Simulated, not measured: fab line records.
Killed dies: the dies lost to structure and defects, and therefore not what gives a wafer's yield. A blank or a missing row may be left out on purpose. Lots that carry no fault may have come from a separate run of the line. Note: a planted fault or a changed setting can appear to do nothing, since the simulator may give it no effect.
Which tool was responsible? | flow sky130 | 15 lots with 45 wafers sampled at 4 steps, on a route of 708 steps

== WHAT EACH GAUGE READ, for each wafer ==
SKY_CAP2M_OVL_MEAS_12.
lot  | measured     | on         | CAP2M_OVL (nm)
L755 | day 41 00:40 | overlay-02 | -2.0 -2.5 -0.8
L758 | day 41 16:45 | overlay-01 | 0.3 1.9 1.2
L759 | day 42 20:02 | overlay-01 | 1.9 2.8 1.5
L760 | day 42 21:40 | overlay-01 | 1.7 2.0 1.3
L763 | day 43 02:04 | overlay-01 | 0.6 0.6 2.1
L765 | day 43 17:28 | overlay-02 | -0.2 -0.9 -0.3
L766 | day 43 23:49 | overlay-02 | 1.7 0.9 1.4
L767 | day 44 05:04 | overlay-02 | -1.2 -1.1 -0.3
L771 | day 45 05:26 | overlay-01 | -2.0 0.1 -1.2
L773 | day 45 11:10 | overlay-01 | -0.3 -2.3 -2.0
L775 | day 46 07:08 | overlay-01 | 0.7 1.7 1.0
L774 | day 46 08:38 | overlay-02 | 0.0 0.3 -0.8
L776 | day 46 10:29 | overlay-01 | 1.5 2.3 1.1
L777 | day 46 18:25 | overlay-02 | 0.1 -0.7 1.0
L778 | day 46 22:12 | overlay-02 | -0.3 -0.3 -0.5

SKY_VIA4_THK_MEAS_01.
lot  | measured     | on            | VIA4_HDPCVD_THK (nm)
L755 | day 42 03:01 | film-metro-03 | 1750 1752 1748
L758 | day 42 18:49 | film-metro-04 | 1744 1745 1747
L759 | day 43 20:50 | film-metro-04 | 1767 1757 1766
L760 | day 43 22:28 | film-metro-03 | 1716 1713 1720
L763 | day 44 03:55 | film-metro-04 | 1730 1740 1758
L771 | day 46 04:19 | film-metro-01 | 1756 1744 1755
L773 | day 46 08:54 | film-metro-04 | 1729 1747 1730
L775 | day 47 05:06 | film-metro-04 | 1771 1777 1791
L774 | day 47 06:58 | film-metro-03 | 1729 1752 1725
L776 | day 47 08:35 | film-metro-01 | 1730 1757 1761
L777 | day 47 17:23 | film-metro-04 | 1766 1760 1751
L778 | day 47 20:26 | film-metro-01 | 1733 1740 1722

== WHICH TOOL RAN EACH LOT (tool, then ch and the chambers of the sampled wafers, then the start) ==
lot  | SKY_METAL4_SPUTTER_01        | SKY_METAL4_STRIP_19
L755 | pvd-sputter-03, day 39 23:49 | plasma-asher-03 ch 0,1, day 42 02:10
L758 | pvd-sputter-01, day 40 16:05 | plasma-asher-02 ch 1, day 42 18:02
L759 | pvd-sputter-01, day 41 20:07 | plasma-asher-04 ch 0,1, day 43 20:01
L760 | pvd-sputter-03, day 41 21:16 | plasma-asher-03 ch 0,1, day 43 21:41
L763 | pvd-sputter-01, day 42 02:53 | plasma-asher-02 ch 0,1, day 44 02:38
L765 | pvd-sputter-03, day 42 18:55 | plasma-asher-03 ch 0,1, day 44 15:40
L766 | pvd-sputter-02, day 43 00:23 | plasma-asher-04 ch 0,1, day 44 22:34
L767 | pvd-sputter-03, day 43 06:16 | plasma-asher-02 ch 0,1, day 45 02:22
L771 | pvd-sputter-01, day 44 08:27 | plasma-asher-02 ch 0,1, day 46 03:32
L773 | pvd-sputter-02, day 44 13:28 | plasma-asher-04 ch 0,1, day 46 08:08
L775 | pvd-sputter-03, day 45 10:11 | plasma-asher-02 ch 0,1, day 47 04:16
L774 | pvd-sputter-01, day 45 11:55 | plasma-asher-03 ch 0,1, day 47 06:07
L776 | pvd-sputter-02, day 45 13:38 | plasma-asher-03 ch 0,1, day 47 07:45
L777 | pvd-sputter-01, day 45 21:26 | plasma-asher-02 ch 0,1, day 47 16:13
L778 | pvd-sputter-01, day 46 01:10 | plasma-asher-02 ch 0,1, day 47 19:37
- SKY_METAL4_SPUTTER_01: material TiN, target thk 20 nm, time 16.7 s.
- SKY_METAL4_STRIP_19: strips in O2/N2.

== WHAT THE TOOLS THEMSELVES READ (means of the sampled wafers that have a number; where no wafer has one, the mark that the record gives instead) ==
SKY_METAL4_SPUTTER_01.
lot  | tool           | throttle-valve-pct (%)
L755 | pvd-sputter-03 | 29.6
L758 | pvd-sputter-01 | 30.1
L759 | pvd-sputter-01 | 29.5
L760 | pvd-sputter-03 | 29.6
L763 | pvd-sputter-01 | 29.5
L765 | pvd-sputter-03 | 29.5
L766 | pvd-sputter-02 | 29.5
L767 | pvd-sputter-03 | 30.2
L771 | pvd-sputter-01 | 30.4
L773 | pvd-sputter-02 | 31.0
L775 | pvd-sputter-03 | 30.1
L774 | pvd-sputter-01 | 30.9
L776 | pvd-sputter-02 | 30.5
L777 | pvd-sputter-01 | 29.6
L778 | pvd-sputter-01 | 30.5

SKY_METAL4_STRIP_19.
lot  | tool            | chamber-pressure-mTorr (mTorr) | drypump-motor-current-A (A) | oes-product-au (a.u.) | strip-time-to-endpoint-s (s)
L755 | plasma-asher-03 | 1498.8                         | 5.2                         | 0.502                 | 6.52
L758 | plasma-asher-02 | 1500.6                         | 5.4                         | 0.498                 | 6.50
L759 | plasma-asher-04 | 1499.9                         | 5.3                         | 0.503                 | 6.59
L760 | plasma-asher-03 | 1499.8                         | 5.6                         | 0.504                 | 6.58
L763 | plasma-asher-02 | 1499.5                         | 5.6                         | 0.502                 | 6.50
L765 | plasma-asher-03 | -                              | -                           | -                     | -
L766 | plasma-asher-04 | -                              | -                           | -                     | -
L767 | plasma-asher-02 | -                              | -                           | -                     | -
L771 | plasma-asher-02 | 1499.3                         | 5.5                         | 0.495                 | 6.54
L773 | plasma-asher-04 | 1499.9                         | 5.6                         | 0.504                 | 6.56
L775 | plasma-asher-02 | 1500.0                         | 5.5                         | 0.506                 | 6.53
L774 | plasma-asher-03 | 1499.7                         | 5.2                         | 0.503                 | 6.52
L776 | plasma-asher-03 | 1500.6                         | 5.6                         | 0.504                 | 6.55
L777 | plasma-asher-02 | 1499.7                         | 5.4                         | 0.502                 | 6.53
L778 | plasma-asher-02 | 1500.0                         | 5.4                         | 0.502                 | 6.47

== THE ANSWER, worked out from the rows above alone ==
Rule: usual is defined by the lots themselves. Put in order of their means at a reading, lots are off if they are a third of the lots or fewer, leave a main group of 4 or more, and stand apart from it by a gap of 3 or more times the standard deviation of the main group's means; of several such gaps the widest counts. A main group whose means are all the same, to the digits that the tables above print for the reading, isn't used. A lot without any number at a reading at which 4 lots or more have one is off too. Where the step has rows for the other lots, those lots are counted as sound. After the gauges, taken in route order, come the tools' own readings; for these a lot's mean is taken, as printed above. At the first step where some lot is off, the reading lying furthest off is the one used; lots without a number count as furthest.
Off, at SKY_METAL4_STRIP_19 on chamber-pressure-mTorr: L765, L766, L767. Without a number there: L765, L766, L767. Mean 1499.8 mTorr and standard deviation 0.48 in the main group.
If a tool, at that step or one of the process steps before it, ran each lot that is off and ran no sound lot following the first of them, it fits. None of those tried fits.

== WHAT THE SIMULATOR PUT IN ==
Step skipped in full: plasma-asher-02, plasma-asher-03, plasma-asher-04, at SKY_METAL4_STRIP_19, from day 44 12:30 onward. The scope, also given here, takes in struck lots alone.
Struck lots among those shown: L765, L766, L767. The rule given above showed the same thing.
